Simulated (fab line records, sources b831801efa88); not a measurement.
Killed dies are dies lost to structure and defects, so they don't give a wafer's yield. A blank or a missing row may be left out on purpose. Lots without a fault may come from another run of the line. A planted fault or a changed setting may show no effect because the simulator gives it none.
fab line records | flow sky130
record lots=24 wafers=72 last_day=50
route steps=708 shown METAL4@631 VIA4@642 METAL5@661 PAD_OPEN@707
lots that met no fault: from a run of the same line without faults
start_h: hours from the record's first day to the start of the lot's first wafer shown | wait_h: hours since the lot's step before | " the same as in the row above | L1.1+2: a row that stands for several wafers | - no value, or no start given | * or withheld: withheld | < > ~ a bound
route shown NAME@n: a module of which the file shows steps, and the number in the route of the first | usual: mean/standard deviation of fault-free wafers | same: alike in all rows | chamber/n: place in a boat | sites: the reading at each site | _std_site: their standard deviation | _edge_site: outer sites' mean less inner sites' | radius_mm: how far each site lies from the wafer's centre | mask NAME#n: copy n | behind: the tool/chamber that last shaped the wafer | hold: why the lot was held/for how many hours/how that ended | device: the transistor (n, p or np) that didn't switch | end of line: the same wafers' tests at the end of the route | a step without rows: its recipe alone | killed: dies lost to structure and defects at the first sort, not the wafer's yield | map: a wafer's dies, x killed, . not, _ none there
set.NAME: the setting as run; set.NAME@STEP: as run at that earlier step | model.NAME: the simulator's own value behind a step, which no gauge read
steps of the route over a sample of lots; a table a step, a row a wafer
services: from which hour (start_h, from the record's first day; less than 0 if before it) a tool's chamber was out of use, for how many hours, and why
## steps
# step SKY_METAL4_DESCUM_15
# recipe chemistry=O2 source_power_w=150 bias_power_w=0 pressure_mtorr=10 temp_c=40 time_s=8
# usual drypump_motor_current_A=5.6/0.39 oes_product_au=0.998/0.0099 temp_c=39.98/0.11
# columns lot.wafer tool chamber start_h wait_h drypump_motor_current_A oes_product_au rf_hours_counter_h temp_c
L074.1 rie_metal-02 1 977.22 0.0 5.8 0.995 10 40.05
L074.2 " 0 " " 5.1 0.985 7 39.95
L074.5 " 0 " " 5.1 0.999 - 39.87
L075.2 rie_metal-04 1 979.34 0.0 5.5 0.996 13 40.22
L075.3 " 1 " " 5.5 0.981 - 40.02
L075.6 " 1 " " 5.5 0.989 - 39.99
L076.3 rie_metal-04 1 993.35 0.0 5.5 0.984 - 39.82
L076.5 " 1 " " 5.5 0.988 - 39.98
L076.6 " 0 " " 5.7 1.004 - 40.07
L077.2 rie_metal-04 1 1003.19 0.0 5.5 0.991 14 40.09
L077.3 " 0 " " 5.7 1.004 - 40.00
L077.5 " 0 " " 5.7 1.000 - 39.92
L078.1 rie_metal-01 0 1008.98 0.0 6.3 1.006 7 39.87
L078.4 " 0 " " 6.2 1.001 - 39.80
L078.6 " 1 " " 5.7 1.016 - 40.06
L079.2 rie_metal-01 1 1015.02 0.0 5.7 1.007 16 40.03
L079.4 " 1 " " 5.7 1.001 - 40.10
L079.6 " 0 " " 6.2 1.003 - 40.09
L080.3 rie_metal-01 0 1027.28 0.0 6.3 0.999 - 40.17
L080.4 " 1 " " 5.7 1.002 - 40.00
L080.5 " 1 " " 5.7 1.020 - 40.02
L081.1 rie_metal-02 1 1030.64 0.0 5.8 0.991 13 39.79
L081.2 " 0 " " 5.1 0.997 11 39.94
L081.3 " 1 " " 5.8 0.998 - 39.94
L082.1 rie_metal-02 1 1038.94 0.0 5.7 0.985 14 39.91
L082.3 " 1 " " 5.8 0.986 - 40.01
L082.5 " 1 " " 5.8 0.987 - 39.88
L083.4 rie_metal-01 0 1042.04 0.0 6.3 0.995 - 40.05
L083.5 " 0 " " 6.3 0.998 - 39.92
L083.6 " 1 " " 5.7 1.015 - 39.99
L084.2 rie_metal-04 1 1047.87 0.0 5.5 0.991 16 40.12
L084.5 " 1 " " 5.5 0.986 - 39.93
L084.6 " 0 " " 5.7 1.004 - 39.93
L086.1 rie_metal-01 1 1058.83 0.0 5.7 1.020 19 40.07
L086.2 " 0 " " 6.3 1.006 10 39.91
L086.5 " 0 " " 6.2 1.004 - 39.98
L085.3 rie_metal-02 0 1061.68 0.0 5.1 1.011 - 39.98
L085.4 " 1 " " 5.8 0.995 - 39.89
L085.5 " 0 " " 5.1 0.998 - 39.95
L087.2 rie_metal-02 1 1065.64 0.0 5.7 0.994 16 40.01
L087.3 " 0 " " 5.1 0.998 - 39.94
L087.5 " 1 " " 5.8 0.993 - 40.13
L088.3 rie_metal-02 0 1070.06 0.0 5.1 0.996 - 40.17
L088.5 " 0 " " 5.1 0.983 - 39.98
L088.6 " 0 " " 5.1 0.987 - 39.93
L089.1 rie_metal-02 1 1077.33 0.0 5.8 0.992 16 39.99
L089.2 " 0 " " 5.1 0.992 14 39.88
L089.4 " 0 " " 5.1 1.002 - 39.72
L090.2 rie_metal-02 1 1077.92 0.0 5.8 0.994 16 40.02
L090.3 " 1 " " 5.8 0.983 - 39.89
L090.5 " 1 " " 5.8 0.998 - 40.02
L091.3 rie_metal-02 1 1090.53 0.0 5.7 0.999 - 40.00
L091.4 " 0 " " 5.1 1.006 - 39.99
L091.6 " 1 " " 5.8 0.991 - 40.01
L092.2 rie_metal-01 0 1093.84 0.0 6.3 0.987 13 40.14
L092.4 " 0 " " 6.3 0.992 - 39.88
L092.6 " 0 " " 6.3 0.996 - 39.82
L093.2 rie_metal-02 1 1101.29 0.0 5.8 0.987 17 39.94
L093.3 " 0 " " 5.0 1.002 - 40.04
L093.4 " 1 " " 5.8 0.985 - 40.00
L094.1 rie_metal-02 1 1108.04 0.0 5.7 0.988 18 40.03
L094.3 " 0 " " 5.1 0.994 - 40.17
L094.5 " 1 " " 5.8 0.988 - 39.96
L095.3 rie_metal-01 0 1109.35 0.0 6.3 0.983 - 39.84
L095.4 " 1 " " 5.7 1.004 - 40.15
L095.5 " 1 " " 5.7 1.010 - 40.03
L096.2 rie_metal-02 0 1117.28 0.0 5.0 0.989 17 40.16
L096.3 " 0 " " 5.1 0.988 - 40.27
L096.4 " 1 " " 5.8 0.986 - 39.86
L097.1 rie_metal-02 0 1121.42 0.0 5.1 1.014 17 39.92
L097.3 " 0 " " 5.1 1.011 - 39.98
L097.4 " 1 " " 5.8 0.993 - 39.82
# step SKY_VIA4_BOW_MEAS_03
# recipe mode=bow
# usual VIA4_BOW=80/8.3
# columns lot.wafer tool chamber start_h wait_h VIA4_BOW[um]
L074.1 film_metro-02 - 978.68 0.1 89
L074.2 " - " " 72
L074.5 " - " " 85
L075.2 film_metro-01 - 981.10 0.1 85
L075.3 " - " " 85
L075.6 " - " " 82
L076.3 film_metro-04 - 994.84 0.2 87
L076.5 " - " " 89
L076.6 " - " " 80
L077.2 film_metro-04 - 1004.67 0.1 76
L077.3 " - " " 87
L077.5 " - " " 76
L078.1 film_metro-02 - 1010.44 0.1 97
L078.4 " - " " 101
L078.6 " - " " 85
L079.2 film_metro-04 - 1016.50 0.3 92
L079.4 " - " " 74
L079.6 " - " " 85
L080.3 film_metro-04 - 1028.82 0.3 87
L080.4 " - " " 78
L080.5 " - " " 75
L081.1 film_metro-01 - 1032.14 0.1 78
L081.2 " - " " 92
L081.3 " - " " 77
L082.1 film_metro-02 - 1040.51 0.2 70
L082.3 " - " " 67
L082.5 " - " " 78
L083.4 film_metro-01 - 1043.61 0.3 76
L083.5 " - " " 78
L083.6 " - " " 78
L084.2 film_metro-04 - 1050.02 0.2 73
L084.5 " - " " 83
L084.6 " - " " 88
L086.1 film_metro-01 - 1060.55 0.2 67
L086.2 " - " " 76
L086.5 " - " " 72
L085.3 film_metro-02 - 1063.17 0.3 94
L085.4 " - " " 102
L085.5 " - " " 89
L087.2 film_metro-04 - 1067.25 0.2 81
L087.3 " - " " 64
L087.5 " - " " 68
L088.3 film_metro-01 - 1071.67 0.1 88
L088.5 " - " " 80
L088.6 " - " " 94
L089.1 film_metro-02 - 1078.79 0.2 79
L089.2 " - " " 72
L089.4 " - " " 70
L090.2 film_metro-02 - 1079.40 0.1 70
L090.3 " - " " 91
L090.5 " - " " 85
L091.3 film_metro-02 - 1092.11 0.1 90
L091.4 " - " " 84
L091.6 " - " " 91
L092.2 film_metro-02 - 1095.47 0.2 79
L092.4 " - " " 79
L092.6 " - " " 68
L093.2 film_metro-02 - 1102.85 0.2 84
L093.3 " - " " 80
L093.4 " - " " 89
L094.1 film_metro-02 - 1109.64 0.1 64
L094.3 " - " " 65
L094.5 " - " " 74
L095.3 film_metro-02 - 1110.89 0.1 72
L095.4 " - " " 75
L095.5 " - " " 73
L096.2 film_metro-02 - 1119.73 0.1 74
L096.3 " - " " 82
L096.4 " - " " 72
L097.1 film_metro-01 - 1123.05 0.2 99
L097.3 " - " " 77
L097.4 " - " " 80
# step SKY_METAL5_SPUTTER_00
# recipe material=Ti target_thk_nm=15 power_w=3000 time_s=10 chamber_pressure_pa=0.4
# usual throttle_valve_pct=29.9/1.3
# columns lot.wafer tool chamber start_h wait_h throttle_valve_pct
L074.1 pvd_sputter-03 - 1002.97 0.1 27.5
L074.2 " - " " 30.2
L074.5 " - " " 30.2
L075.2 pvd_sputter-02 - 1006.06 0.1 28.0
L075.3 " - " " 30.2
L075.6 " - " " 30.1
L076.3 pvd_sputter-01 - 1019.08 0.1 30.5
L076.5 " - " " 30.5
L076.6 " - " " 31.0
L077.2 pvd_sputter-03 - 1029.01 0.2 27.1
L077.3 " - " " 31.4
L077.5 " - " " 29.2
L078.1 pvd_sputter-02 - 1033.77 0.2 30.2
L078.4 " - " " 29.6
L078.6 " - " " 28.3
L079.2 pvd_sputter-01 - 1040.45 0.1 30.6
L079.4 " - " " 30.7
L079.6 " - " " 30.2
L080.3 pvd_sputter-01 - 1051.98 0.1 31.0
L080.4 " - " " 30.6
L080.5 " - " " 30.8
L081.1 pvd_sputter-03 - 1055.20 0.1 27.1
L081.2 " - " " 29.3
L081.3 " - " " 31.7
L082.1 pvd_sputter-03 - 1063.73 0.1 30.1
L082.3 " - " " 31.2
L082.5 " - " " 30.0
L083.4 pvd_sputter-02 - 1066.94 0.2 28.0
L083.5 " - " " 30.4
L083.6 " - " " 31.1
L084.2 pvd_sputter-02 - 1072.97 0.1 30.2
L084.5 " - " " 30.2
L084.6 " - " " 28.0
L086.1 pvd_sputter-02 - 1082.72 0.1 31.4
L086.2 " - " " 29.8
L086.5 " - " " 30.4
L085.3 pvd_sputter-03 - 1085.15 0.1 31.5
L085.4 " - " " 30.1
L085.5 " - " " 31.4
L087.2 pvd_sputter-03 - 1089.30 0.2 27.3
L087.3 " - " " 31.1
L087.5 " - " " 31.5
L088.3 pvd_sputter-02 - 1093.52 0.2 31.3
L088.5 " - " " 27.9
L088.6 " - " " 30.1
L089.1 pvd_sputter-02 - 1100.37 0.2 27.6
L089.2 " - " " 29.4
L089.4 " - " " 31.3
L090.2 pvd_sputter-01 - 1101.56 0.1 30.8
L090.3 " - " " 30.8
L090.5 " - " " 30.8
L091.3 pvd_sputter-03 - 1113.57 0.2 31.6
L091.4 " - " " 30.4
L091.6 " - " " 30.2
L092.2 pvd_sputter-01 - 1116.26 0.1 30.9
L092.4 " - " " 30.4
L092.6 " - " " 30.9
L093.2 pvd_sputter-02 - 1123.95 0.1 31.6
L093.3 " - " " 29.6
L093.4 " - " " 27.9
L094.1 pvd_sputter-02 - 1130.52 0.2 27.8
L094.3 " - " " 31.4
L094.5 " - " " 29.8
L095.3 pvd_sputter-03 - 1131.60 0.2 31.6
L095.4 " - " " 27.3
L095.5 " - " " 31.5
L096.2 pvd_sputter-01 - 1140.15 0.1 30.9
L096.3 " - " " 30.1
L096.4 " - " " 30.9
L097.1 pvd_sputter-01 - 1143.42 0.1 30.6
L097.3 " - " " 31.1
L097.4 " - " " 30.5
# step SKY_METAL5_SPUTTER_02
# recipe material=AlCu target_thk_nm=1150 power_w=10600 time_s=61.2 chamber_pressure_pa=0.4
# usual throttle_valve_pct=30.0/1.3
# columns lot.wafer tool chamber start_h wait_h throttle_valve_pct
L074.1 pvd_sputter-03 - 1003.02 0.0 27.2
L074.2 " - " " 30.2
L074.5 " - " " 30.2
L075.2 pvd_sputter-02 - 1006.11 0.0 27.9
L075.3 " - " " 30.1
L075.6 " - " " 30.2
L076.3 pvd_sputter-01 - 1019.13 0.0 30.6
L076.5 " - " " 30.5
L076.6 " - " " 31.0
L077.2 pvd_sputter-03 - 1029.06 0.0 27.3
L077.3 " - " " 31.4
L077.5 " - " " 29.4
L078.1 pvd_sputter-02 - 1033.82 0.0 30.2
L078.4 " - " " 29.8
L078.6 " - " " 28.0
L079.2 pvd_sputter-01 - 1040.50 0.0 30.2
L079.4 " - " " 30.7
L079.6 " - " " 30.6
L080.3 pvd_sputter-01 - 1052.03 0.0 30.9
L080.4 " - " " 30.8
L080.5 " - " " 30.8
L081.1 pvd_sputter-03 - 1055.25 0.0 27.5
L081.2 " - " " 29.4
L081.3 " - " " 31.3
L082.1 pvd_sputter-03 - 1063.78 0.0 30.2
L082.3 " - " " 31.5
L082.5 " - " " 30.2
L083.4 pvd_sputter-02 - 1067.00 0.0 27.7
L083.5 " - " " 30.1
L083.6 " - " " 31.5
L084.2 pvd_sputter-02 - 1073.02 0.0 30.1
L084.5 " - " " 30.0
L084.6 " - " " 27.7
L086.1 pvd_sputter-02 - 1082.77 0.0 31.1
L086.2 " - " " 29.6
L086.5 " - " " 30.2
L085.3 pvd_sputter-03 - 1085.20 0.0 31.4
L085.4 " - " " 30.2
L085.5 " - " " 31.4
L087.2 pvd_sputter-03 - 1089.35 0.0 27.3
L087.3 " - " " 31.4
L087.5 " - " " 31.7
L088.3 pvd_sputter-02 - 1093.57 0.0 31.5
L088.5 " - " " 28.1
L088.6 " - " " 30.0
L089.1 pvd_sputter-02 - 1100.42 0.0 27.9
L089.2 " - " " 29.7
L089.4 " - " " 31.5
L090.2 pvd_sputter-01 - 1101.61 0.0 30.8
L090.3 " - " " 30.8
L090.5 " - " " 30.8
L091.3 pvd_sputter-03 - 1113.62 0.0 31.6
L091.4 " - " " 30.2
L091.6 " - " " 30.1
L092.2 pvd_sputter-01 - 1116.30 0.0 31.1
L092.4 " - " " 30.5
L092.6 " - " " 30.8
L093.2 pvd_sputter-02 - 1124.00 0.0 31.2
L093.3 " - " " 29.4
L093.4 " - " " 27.8
L094.1 pvd_sputter-02 - 1130.57 0.0 27.8
L094.3 " - " " 31.6
L094.5 " - " " 29.6
L095.3 pvd_sputter-03 - 1131.65 0.0 31.4
L095.4 " - " " 27.6
L095.5 " - " " 31.5
L096.2 pvd_sputter-01 - 1140.20 0.0 30.7
L096.3 " - " " 30.5
L096.4 " - " " 31.0
L097.1 pvd_sputter-01 - 1143.47 0.0 30.2
L097.3 " - " " 30.7
L097.4 " - " " 30.5
# step SKY_METAL5_METAL_ETCH_15
# recipe target_depth_a=12600 stop_on=SiO2 over_etch_frac=0.2 time_s=252 chemistry=Cl2/BCl3 resist_sidewall_deg=86 pressure_mtorr=10 icp_w=873 bias_w=48.5 Cl2_flow_sccm=60 bcl3_flow_sccm=30
# usual drypump_motor_current_A=5.4/0.32 oes_product_au=0.894/0.0048 throttle_valve_pct=22.265/0.0099
# columns lot.wafer tool chamber start_h wait_h drypump_motor_current_A oes_product_au rf_hours_counter_h throttle_valve_pct
L074.1 rie_metal-02 0 1025.96 0.0 5.1 0.879 10 22.255
L074.2 " 1 " " 5.8 0.891 13 22.252
L074.5 " 0 " " 5.1 0.888 - 22.270
L075.2 rie_metal-03 1 1028.95 0.0 4.9 0.892 12 22.261
L075.3 " 1 " " 5.0 0.885 - 22.266
L075.6 " 0 " " 5.5 0.897 - 22.256
L076.3 rie_metal-02 1 1041.64 0.1 5.8 0.890 - 22.247
L076.5 " 1 " " 5.8 0.896 - 22.289
L076.6 " 0 " " 5.1 0.886 - 22.268
L077.2 rie_metal-04 1 1051.05 0.0 5.5 0.895 16 22.260
L077.3 " 0 " " 5.7 0.901 - 22.256
L077.5 " 1 " " 5.5 0.891 - 22.265
L078.1 rie_metal-03 1 1056.31 0.0 4.9 0.893 14 22.269
L078.4 " 0 " " 5.6 0.891 - 22.266
L078.6 " 1 " " 4.9 0.892 - 22.274
L079.2 rie_metal-03 1 1062.20 0.0 5.0 0.905 14 22.265
L079.4 " 0 " " 5.6 0.896 - 22.245
L079.6 " 1 " " 5.0 0.900 - 22.270
L080.3 rie_metal-04 0 1073.49 0.1 5.7 0.897 - 22.258
L080.4 " 1 " " 5.5 0.894 - 22.259
L080.5 " 1 " " 5.5 0.896 - 22.257
L081.1 rie_metal-04 1 1076.26 0.0 5.5 0.889 18 22.267
L081.2 " 0 " " 5.7 0.897 5 22.262
L081.3 " 0 " " 5.7 0.900 - 22.259
L082.1 rie_metal-03 1 1084.50 0.0 5.0 0.900 16 22.268
L082.3 " 0 " " 5.6 0.885 - 22.263
L082.5 " 1 " " 5.0 0.894 - 22.275
L083.4 rie_metal-03 0 1087.34 0.1 5.6 0.900 - 22.255
L083.5 " 0 " " 5.6 0.892 - 22.255
L083.6 " 1 " " 5.0 0.898 - 22.260
L084.2 rie_metal-04 1 1093.70 0.0 5.5 0.894 19 22.258
L084.5 " 1 " " 5.5 0.893 - 22.262
L084.6 " 0 " " 5.7 0.887 - 22.269
L086.1 rie_metal-02 1 1103.26 0.0 5.7 0.895 17 22.273
L086.2 " 0 " " 5.1 0.890 15 22.270
L086.5 " 0 " " 5.0 0.893 - 22.272
L085.3 rie_metal-02 1 1106.08 0.1 5.8 0.895 - 22.277
L085.4 " 0 " " 5.1 0.894 - 22.283
L085.5 " 1 " " 5.8 0.893 - 22.259
L087.2 rie_metal-03 0 1109.81 0.0 5.6 0.891 18 22.267
L087.3 " 1 " " 5.0 0.898 - 22.275
L087.5 " 0 " " 5.6 0.897 - 22.275
L088.3 rie_metal-02 1 1113.79 0.1 5.8 0.888 - 22.268
L088.5 " 0 " " 5.1 0.885 - 22.269
L088.6 " 1 " " 5.8 0.892 - 22.250
L089.1 rie_metal-04 0 1120.19 0.1 5.7 0.885 8 22.265
L089.2 " 0 " " 5.7 0.894 - 22.262
L089.4 " 0 " " 5.7 0.894 - 22.262
L090.2 rie_metal-04 0 1121.72 0.1 5.7 0.895 - 22.244
L090.3 " 0 " " 5.7 0.899 - 22.262
L090.5 " 0 " " 5.7 0.891 - 22.256
L091.3 rie_metal-04 0 1133.14 0.1 5.8 0.900 - 22.261
L091.4 " 1 " " 5.5 0.895 - 22.283
L091.6 " 1 " " 5.5 0.900 - 22.268
L092.2 rie_metal-02 0 1136.15 0.0 5.1 0.891 18 22.289
L092.4 " 1 " " 5.8 0.888 - 22.260
L092.6 " 0 " " 5.1 0.889 - 22.282
L093.2 rie_metal-02 0 1142.96 0.0 5.1 0.891 19 22.238
L093.3 " 1 " " 5.8 0.901 - 22.264
L093.4 " 0 " " 5.1 0.894 - 22.273
L094.1 rie_metal-04 1 1148.97 0.0 5.5 0.890 21 22.258
L094.3 " 0 " " 5.7 0.893 - 22.263
L094.5 " 1 " " 5.5 0.887 - 22.294
L095.3 rie_metal-03 1 1150.25 0.2 5.0 0.901 - 22.275
L095.4 " 1 " " 4.9 0.898 - 22.258
L095.5 " 1 " " 5.0 0.890 - 22.256
L096.2 rie_metal-03 1 1158.52 0.1 4.9 0.892 - 22.265
L096.3 " 1 " " 5.0 0.892 - 22.282
L096.4 " 1 " " 5.0 0.890 - 22.271
L097.1 rie_metal-04 0 1161.16 0.0 5.7 0.893 13 22.242
L097.3 " 1 " " 5.5 0.892 - 22.248
L097.4 " 0 " " 5.7 0.886 - 22.273
# step SKY_PAD_OPEN_BOW_MEAS_13
# recipe mode=bow
# usual PAD_OPEN_BOW=48/8.6
# columns lot.wafer tool chamber start_h wait_h PAD_OPEN_BOW[um]
L074.1 film_metro-03 - 1073.08 - 61
L074.2 " - " " 45
L074.5 " - " " 56
L075.2 film_metro-02 - 1075.45 - 51
L075.3 " - " " 51
L075.6 " - " " 48
L076.3 film_metro-02 - 1087.62 - 53
L076.5 " - " " 55
L076.6 " - " " 48
L077.2 film_metro-03 - 1096.15 - 44
L077.3 " - " " 55
L077.5 " - " " 46
L078.1 film_metro-04 - 1101.24 - 69
L078.4 " - " " 74
L078.6 " - " " 58
L079.2 film_metro-03 - 1106.87 - 59
L079.4 " - " " 43
L079.6 " - " " 51
L080.3 film_metro-02 - 1117.32 - 53
L080.4 " - " " 45
L080.5 " - " " 42
L081.1 film_metro-02 - 1120.48 - 43
L081.2 " - " " 57
L081.3 " - " " 44
L082.1 film_metro-03 - 1127.57 - 37
L082.3 " - " " 37
L082.5 " - " " 48
L083.4 film_metro-03 - 1130.04 - 40
L083.5 " - " " 40
L083.6 " - " " 42
L084.2 film_metro-02 - 1136.30 - 37
L084.5 " - " " 48
L084.6 " - " " 55
L086.1 film_metro-03 - 1144.85 - 32
L086.2 " - " " 40
L086.5 " - " " 35
L085.3 film_metro-03 - 1147.86 - 64
L085.4 " - " " 71
L085.5 " - " " 58
L087.2 film_metro-04 - 1150.47 - 53
L087.3 " - " " 36
L087.5 " - " " 40
L088.3 film_metro-02 - 1154.81 - 54
L088.5 " - " " 47
L088.6 " - " " 61
L089.1 film_metro-04 - 1160.46 - 48
L089.2 " - " " 41
L089.4 " - " " 40
L090.2 film_metro-03 - 1162.87 - 35
L090.3 " - " " 56
L090.5 " - " " 50
L091.3 film_metro-03 - 1171.26 - 54
L091.4 " - " " 46
L091.6 " - " " 54
L092.2 film_metro-02 - 1175.03 - 48
L092.4 " - " " 48
L092.6 " - " " 38
L093.2 film_metro-02 - 1180.56 - 52
L093.3 " - " " 48
L093.4 " - " " 59
L094.1 film_metro-02 - 1185.89 - 30
L094.3 " - " " 33
L094.5 " - " " 42
L095.3 film_metro-03 - 1186.89 - 42
L095.4 " - " " 44
L095.5 " - " " 43
L096.2 film_metro-02 - 1194.68 - 42
L096.3 " - " " 50
L096.4 " - " " 42
L097.1 film_metro-03 - 1199.37 - 63
L097.3 " - " " 43
L097.4 " - " " 46
## services
# columns tool chamber start_h hours kind
pvd_sputter-01 - 978.01 2.5 repair
pvd_sputter-02 1 979.12 - consumable_replace:kit
pvd_sputter-02 1 979.12 18.0 scheduled_down
pvd_sputter-02 1 979.12 18.0 vent_cycle
pvd_sputter-01 - 1004.63 2.2 repair
rie_metal-04 - 1011.08 28.1 pm
rie_metal-01 - 1032.65 1.4 pm
rie_metal-03 0 1035.58 1.6 repair
rie_metal-03 - 1047.75 0.3 repair
pvd_sputter-02 0 1056.04 - consumable_replace:kit
pvd_sputter-02 0 1056.04 18.0 scheduled_down
pvd_sputter-02 0 1056.04 18.0 vent_cycle
rie_metal-02 1 1067.50 5.1 repair
rie_metal-03 - 1097.80 0.1 repair
rie_metal-04 - 1098.79 15.6 pm
rie_metal-04 1 1114.56 15.5 repair
pvd_sputter-02 - 1114.82 9.0 repair
rie_metal-02 - 1123.06 2.8 pm
pvd_sputter-01 - 1129.68 1.3 repair
pvd_sputter-03 - 1133.18 1.0 repair
pvd_sputter-03 - 1140.63 21.2 repair
pvd_sputter-01 - 1145.62 0.7 repair
rie_metal-03 0 1147.03 13.5 repair
rie_metal-04 0 1150.20 3.6 repair
## key
fault none
